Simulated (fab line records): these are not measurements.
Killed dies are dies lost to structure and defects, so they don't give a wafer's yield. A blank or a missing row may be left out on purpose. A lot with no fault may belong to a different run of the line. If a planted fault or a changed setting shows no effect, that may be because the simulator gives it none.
Struck lot and sound lot, side by side | flow sky130 | 16 out of 708 route steps
Sound: the wafers L574.1, L574.2, L574.4. Wafers struck: L583.3, L583.4, L583.6. Last of all comes the cause.
Order at every step that has rows: each side's tool, ch and its chambers, its first start. Under that, the readings that differ: sound wafers | struck wafers | difference of the means | sigmas: that difference in standard deviations of wafers without a fault.
alike: same words and numbers on both sides, and readings whose means sit less than 2 such deviations apart. not compared: any withheld reading, any reading some wafer has no value for, any bound like >300 that may hide the same value, and any number with overlapping values for which the record gives no deviation.
The two part at a step that has a row with sigmas, a row that says differs or no value, or rows on one side only. Non-overlapping numbers with no deviation appear without sigmas and do not part them. Lack of a reading on every wafer of one side parts them only where that side has two or more wafers.

SKY_VT_ADJUST_LVTN_OVL_MEAS_07:
  sound on overlay-01 at day 7 16:58; struck on overlay-01 at day 10 02:14
  alike: VT_ADJUST_LVTN_OVL
following that, these wafers have no rows for 1 step: SKY_VT_ADJUST_LVTN_IMPLANT_08.
SKY_VT_ADJUST_LVTN_STRIP_09: strips in O2/N2.
  sound on plasmaAsher-03 ch 0,1, day 7 17:08; struck on plasmaAsher-03 ch 0,1, day 10 02:27
  alike: drypumpMotorCurrentA, oesProductAu, stripTimeToEndpointS
  not compared: rfHoursCounterH
SKY_VT_ADJUST_LVTN_TW_MEAS_10:
  sound on filmMetro-02 at day 7 17:14; struck on filmMetro-04 at day 10 02:32
  alike: VT_ADJUST_LVTN_TW
then, 7 steps without rows for these wafers: SKY_VT_ADJUST_LVTN_DEHYDRATE_11 (time 60 s); SKY_VT_ADJUST_LVTN_HMDS_12 (prime time 60 s); SKY_VT_ADJUST_LVTN_COAT_13 (resist thk 1128 nm); SKY_VT_ADJUST_LVTN_SOFTBAKE_14 (time 60 s); SKY_VT_ADJUST_LVTN_EXPOSE_15 (exposes mask HVN STD DERIVED, target cd 600 nm); SKY_VT_ADJUST_LVTN_PEB_16; SKY_VT_ADJUST_LVTN_DEVELOP_17 (develop time 60 s).
SKY_VT_ADJUST_LVTN_OVL_MEAS_18:
  sound on overlay-01 at day 8 13:19; struck on overlay-02 at day 11 01:25
  alike: VT_ADJUST_LVTN_01_OVL
SKY_VT_ADJUST_LVTN_IMPLANT_19:
  sound on implanter-04 ch 0, day 8 13:21; struck on implanter-02 ch 0, day 11 01:29
reading          | sound                      | struck                        | difference | sigmas
doseIonsCm2      | 6.51e+11 6.5e+11 6.508e+11 | 9.236e+11 9.227e+11 9.226e+11 | +2.724e+11 | +99 or more
faradayCurrentUA | 3.75 3.61 3.67             | 5.09 5.30 5.15                | +1.50      | +20
SKY_VT_ADJUST_LVTN_STRIP_20: strips in O2/N2.
  sound on plasmaAsher-01 ch 0,1, day 8 13:30; struck on plasmaAsher-03 ch 0,1, day 11 01:38
  alike: drypumpMotorCurrentA, oesProductAu, stripTimeToEndpointS
  not compared: rfHoursCounterH
SKY_VT_ADJUST_LVTN_TW_MEAS_21:
  sound on filmMetro-04 at day 8 13:36; struck on filmMetro-02 at day 11 01:56
reading             | sound             | struck            | difference | sigmas
VT_ADJUST_LVTN_2_TW | 186.3 186.6 187.1 | 204.2 203.0 204.2 | +17.1      | +14
  not compared: hold
-- record jumps: 38 days separate the struck wafers' starts on either side; left off in module VT_ADJUST_LVTN, taken up again in module PAD_OPEN, whose first shown step is the route's number 708 --
SKY_PAD_OPEN_PROBE_99:
  sound on prober-01 at day 46 18:50; struck on prober-02 at day 48 16:59
reading                               | sound                | struck              | difference | sigmas
model.etest.resPwellUnderGate.rsOhmSq | 2275 2278 2270       | 2244 2219 2244      | -39        | 
model.etest.nfetG5v0d10v5.vtSatV (V)  | 0.7715 0.7877 0.7752 | 0.792 0.7889 0.8061 | +0.018     | 
  alike: killed_at_M0_to_M3, killed_at_M4_up, killedAtContacts, killedAtFrontEnd, killedAtOther, killedDies, killedOnRim, killedOpen, killedShort
  not compared: model.etest.nfetG5v0d10v5.bodyRiseV, model.etest.nfet_16v.bodyRiseV, model.etest.nfetG5v0d10v5.vtV, model.etest.nfet_16v.vtV, model.etest.nfetG5v0d10v5.vtLongV

WHERE THEY PART
At SKY_VT_ADJUST_LVTN_IMPLANT_19 first; at SKY_VT_ADJUST_LVTN_TW_MEAS_21 last (within this record only). Later steps at which nothing parts them and some readings are alike: SKY_PAD_OPEN_PROBE_99.

WHY: whatever the simulator had introduced
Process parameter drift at SKY_VT_ADJUST_LVTN_IMPLANT_19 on implanter-02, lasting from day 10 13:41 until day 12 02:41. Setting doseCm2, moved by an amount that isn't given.
